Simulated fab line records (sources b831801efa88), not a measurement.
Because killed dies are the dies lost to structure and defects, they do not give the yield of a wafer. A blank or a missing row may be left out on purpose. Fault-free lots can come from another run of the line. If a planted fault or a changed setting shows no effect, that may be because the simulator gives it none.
Check for tools in common | flow sky130 | Sampled: 15 lots, 45 wafers

WHAT PROMPTED THE OPENING
3 of 15 lots carry a flag on the reading RES_XHIGH_TW at SKY_RES_XHIGH_TW_MEAS_09. No-fault wafers: 1637, standard deviation 9.9.
Rule: a lot is flagged when every wafer of it that has a number lies more than 4 standard deviations from that mean, or none has a number. The other lots count as sound.

lot  | measured     | on           | RES_XHIGH_TW, wafer by wafer | flag
L687 | day 26 13:08 | filmMetro-02 | 1634 1626 1630               | 
L688 | day 27 06:18 | filmMetro-03 | 1656 1647 1648               | 
L689 | day 27 09:19 | filmMetro-02 | 1645 1641 1638               | 
L691 | day 27 23:22 | filmMetro-03 | 1637 1642 1637               | 
L692 | day 29 04:07 | filmMetro-04 | 1631 1633 1625               | 
L693 | day 29 06:22 | filmMetro-03 | 1643 1636 1640               | 
L696 | day 30 15:10 | filmMetro-03 | 30 30 30                     | FLAGGED
L697 | day 30 17:50 | filmMetro-03 | 30 30 30                     | FLAGGED
L698 | day 31 13:19 | filmMetro-04 | 30 30 30                     | FLAGGED
L705 | day 32 21:32 | filmMetro-02 | 1628 1627 1632               | 
L704 | day 32 23:57 | filmMetro-02 | 1629 1641 1636               | 
L706 | day 33 03:37 | filmMetro-02 | 1642 1641 1648               | 
L707 | day 34 04:13 | filmMetro-03 | 1637 1639 1647               | 
L709 | day 34 07:20 | filmMetro-04 | 1615 1624 1629               | 
L710 | day 34 11:22 | filmMetro-03 | 1641 1642 1643               | 
Flagged lots average 30: -1607 relative to the usual, that is -99 or more standard deviations.

LOT BY LOT: THE TOOL USED
2 process steps preceding the reading are held in the record, out of 708 steps in the route. Every cell lists first the tool, next ch and the chambers used by the sampled wafers, and last the start.
lot  | flag    | SKY_LDD_HVN_STRIP_09                | SKY_RES_XHIGH_IMPLANT_07
L687 |         | plasmaAsher-02 ch 0,1, day 20 04:48 | implanter-01 ch 0, day 26 12:55
L688 |         | plasmaAsher-02 ch 0,1, day 20 22:13 | implanter-01 ch 0, day 27 06:03
L689 |         | plasmaAsher-03 ch 0,1, day 21 01:07 | implanter-04 ch 0, day 27 09:04
L691 |         | plasmaAsher-03 ch 0,1, day 21 15:53 | implanter-04 ch 0, day 27 23:07
L692 |         | plasmaAsher-03 ch 0,1, day 22 21:47 | implanter-04 ch 0, day 29 03:52
L693 |         | plasmaAsher-02 ch 0,1, day 22 23:32 | implanter-02 ch 0, day 29 06:07
L696 | FLAGGED | plasmaAsher-02 ch 0,1, day 24 14:46 | implanter-01, day 30 14:55
L697 | FLAGGED | plasmaAsher-04 ch 0,1, day 24 15:04 | implanter-02, day 30 17:36
L698 | FLAGGED | plasmaAsher-02 ch 0,1, day 25 10:23 | implanter-04, day 31 13:04
L705 |         | plasmaAsher-03 ch 0,1, day 27 00:16 | implanter-04 ch 0, day 32 21:17
L704 |         | plasmaAsher-04 ch 0,1, day 27 02:58 | implanter-02 ch 0, day 32 23:42
L706 |         | plasmaAsher-02 ch 0,1, day 27 04:28 | implanter-01 ch 0, day 33 03:22
L707 |         | plasmaAsher-03 ch 0,1, day 28 08:38 | implanter-01 ch 0, day 34 03:58
L709 |         | plasmaAsher-04 ch 0,1, day 28 10:11 | implanter-02 ch 0, day 34 07:07
L710 |         | plasmaAsher-04 ch 0,1, day 28 18:31 | implanter-01 ch 0, day 34 11:08
What these steps do:
- SKY_LDD_HVN_STRIP_09: strips in O2/N2.
- SKY_RES_XHIGH_IMPLANT_07
- SKY_RES_XHIGH_TW_MEAS_09

FLAGGED OVER TOTAL, TOOL BY TOOL (the gauges that took the reading come last)
step                     | tool           | lots run | flagged | share of the flagged lots | sound lots run after its first flagged lot
SKY_LDD_HVN_STRIP_09     | plasmaAsher-02 | 6        | 2       | some                      | 1 (L706)
SKY_LDD_HVN_STRIP_09     | plasmaAsher-03 | 5        | 0       | none                      | -
SKY_LDD_HVN_STRIP_09     | plasmaAsher-04 | 4        | 1       | some                      | 3 (L704,L709,L710)
SKY_RES_XHIGH_IMPLANT_07 | implanter-01   | 6        | 1       | some                      | 3 (L706,L707,L710)
SKY_RES_XHIGH_IMPLANT_07 | implanter-02   | 4        | 1       | some                      | 2 (L704,L709)
SKY_RES_XHIGH_IMPLANT_07 | implanter-04   | 5        | 1       | some                      | 1 (L705)
SKY_RES_XHIGH_TW_MEAS_09 | filmMetro-02   | 5        | 0       | none                      | -
SKY_RES_XHIGH_TW_MEAS_09 | filmMetro-03   | 7        | 2       | some                      | 2 (L707,L710)
SKY_RES_XHIGH_TW_MEAS_09 | filmMetro-04   | 3        | 1       | some                      | 1 (L709)

WHAT THE TABLE PERMITS
No row of the table ran every flagged lot.

WHAT HAD BEEN PUT IN BY THE SIMULATOR
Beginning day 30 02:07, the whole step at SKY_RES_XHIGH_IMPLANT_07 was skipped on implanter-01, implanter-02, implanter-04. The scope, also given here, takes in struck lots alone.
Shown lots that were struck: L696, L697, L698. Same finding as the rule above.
